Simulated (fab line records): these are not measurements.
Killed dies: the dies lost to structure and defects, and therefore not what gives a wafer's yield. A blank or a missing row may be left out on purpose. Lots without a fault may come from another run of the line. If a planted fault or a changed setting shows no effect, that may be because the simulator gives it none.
The tool behind it: which one? :: flow sky130 :: 11 lots with 33 wafers sampled at 4 steps, on a route of 708 steps

WHAT THE GAUGES READ, wafer by wafer
SKY_VIA3_THK_MEAS_01.
lot: L424
measured: day 38 13:55
on: film_metro-02
VIA3_HDPCVD_THK (nm): 1648 1639 1662

lot: L425
measured: day 38 23:52
on: film_metro-02
VIA3_HDPCVD_THK (nm): 1653 1621 1634

lot: L426
measured: day 39 06:52
on: film_metro-01
VIA3_HDPCVD_THK (nm): 1636 1618 1623

lot: L427
measured: day 39 19:21
on: film_metro-04
VIA3_HDPCVD_THK (nm): 1639 1622 1645

lot: L430
measured: day 40 15:27
on: film_metro-02
VIA3_HDPCVD_THK (nm): 1627 1621 1616

lot: L437
measured: day 42 08:52
on: film_metro-04
VIA3_HDPCVD_THK (nm): 1345 1326 1622

lot: L438
measured: day 42 22:19
on: film_metro-01
VIA3_HDPCVD_THK (nm): 1631 1629 1619

lot: L440
measured: day 43 13:42
on: film_metro-01
VIA3_HDPCVD_THK (nm): 1662 1660 1658

lot: L445
measured: day 44 21:00
on: film_metro-04
VIA3_HDPCVD_THK (nm): 1616 1620 1644

lot: L446
measured: day 44 22:51
on: film_metro-02
VIA3_HDPCVD_THK (nm): 1651 1636 1646

lot: L447
measured: day 45 12:10
on: film_metro-04
VIA3_HDPCVD_THK (nm): 1633 1637 1636

TOOL THAT RAN EACH LOT (tool first, then ch and the chambers of the sampled wafers, then the start)
lot: L424
SKY_VIA2_CMP_24: cmp-01 ch 0,2,3, day 36 07:36
SKY_METAL3_DESCUM_15: rie_metal-03 ch 0,1, day 38 12:38
SKY_VIA3_HDPCVD_00: hdpcvd-02 ch 0,1,2, day 38 13:46

lot: L425
SKY_VIA2_CMP_24: cmp-02 ch 1,2,3, day 36 18:05
SKY_METAL3_DESCUM_15: rie_metal-03 ch 0,1, day 38 22:42
SKY_VIA3_HDPCVD_00: hdpcvd-01 ch 0,1,2, day 38 23:43

lot: L426
SKY_VIA2_CMP_24: cmp-01 ch 1,2,3, day 37 01:47
SKY_METAL3_DESCUM_15: rie_metal-01 ch 0,1, day 39 05:44
SKY_VIA3_HDPCVD_00: hdpcvd-01 ch 0,1,2, day 39 06:41

lot: L427
SKY_VIA2_CMP_24: cmp-01 ch 0,2,3, day 37 15:18
SKY_METAL3_DESCUM_15: rie_metal-02 ch 0, day 39 18:07
SKY_VIA3_HDPCVD_00: hdpcvd-02 ch 0,2, day 39 19:11

lot: L430
SKY_VIA2_CMP_24: cmp-02 ch 0,2,3, day 38 11:20
SKY_METAL3_DESCUM_15: rie_metal-02 ch 0, day 40 14:14
SKY_VIA3_HDPCVD_00: hdpcvd-01 ch 0,1,2, day 40 15:17

lot: L437
SKY_VIA2_CMP_24: cmp-02 ch 0,3, day 40 07:22
SKY_METAL3_DESCUM_15: rie_metal-01 ch 0,1, day 42 07:46
SKY_VIA3_HDPCVD_00: hdpcvd-02 ch 1,2, day 42 08:42

lot: L438
SKY_VIA2_CMP_24: cmp-01 ch 0,1,2, day 40 20:08
SKY_METAL3_DESCUM_15: rie_metal-03 ch 0,1, day 42 20:48
SKY_VIA3_HDPCVD_00: hdpcvd-01 ch 0,1,2, day 42 22:09

lot: L440
SKY_VIA2_CMP_24: cmp-01 ch 0,1,3, day 41 12:08
SKY_METAL3_DESCUM_15: rie_metal-01 ch 1, day 43 12:29
SKY_VIA3_HDPCVD_00: hdpcvd-01 ch 1,2, day 43 13:31

lot: L445
SKY_VIA2_CMP_24: cmp-02 ch 0,1,3, day 42 19:18
SKY_METAL3_DESCUM_15: rie_metal-01 ch 1, day 44 19:47
SKY_VIA3_HDPCVD_00: hdpcvd-01 ch 0,1,2, day 44 20:49

lot: L446
SKY_VIA2_CMP_24: cmp-01 ch 0,1,2, day 42 21:47
SKY_METAL3_DESCUM_15: rie_metal-01 ch 1, day 44 21:38
SKY_VIA3_HDPCVD_00: hdpcvd-01 ch 1,2, day 44 22:41

lot: L447
SKY_VIA2_CMP_24: cmp-02 ch 1,3, day 43 12:39
SKY_METAL3_DESCUM_15: rie_metal-02 ch 0,1, day 45 10:51
SKY_VIA3_HDPCVD_00: hdpcvd-01 ch 1,2, day 45 11:59
- SKY_VIA2_CMP_24: polishes, stops on SiO2, t overpolish 20 s, target thk 0 nm.
- SKY_METAL3_DESCUM_15: chemistry O2, time 8 s.
- SKY_VIA3_HDPCVD_00: deposits SiO2, target thk 1635 nm, time 272.5 s.

THE ANSWER, worked out from the rows above alone
Rule: usual is defined by the lots themselves. The widest of any qualifying gaps counts: lots, ordered by their means at a reading, are off when they make up no more than a third of the lots, leave a main group of 4 or more, and stand apart from it by 3 or more times the standard deviation of that group's means. A main group is skipped when, at the precision printed for the reading in the tables above, its means are all equal. A lot without any number at a reading at which 4 lots or more have one is off too. All remaining lots with rows at the step are treated as sound.
Off: at SKY_VIA3_THK_MEAS_01 (VIA3_HDPCVD_THK), L437. The main group: mean 1636 nm, standard deviation 12.
A tool fits if, at a process step before that reading, it ran every lot that is off, and no sound lot after the first of them. The gauges at SKY_VIA3_THK_MEAS_01 are tried like those tools. One fits: SKY_VIA3_HDPCVD_00 on hdpcvd-02. A fault onset in the window from L427 (day 39 19:11, its last sound lot) to L437 (day 42 08:42, its first lot off) fits.

WHAT THE SIMULATOR HAD INSERTED
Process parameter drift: hdpcvd-02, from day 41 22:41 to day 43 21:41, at SKY_VIA3_HDPCVD_00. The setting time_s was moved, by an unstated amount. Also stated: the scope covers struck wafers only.
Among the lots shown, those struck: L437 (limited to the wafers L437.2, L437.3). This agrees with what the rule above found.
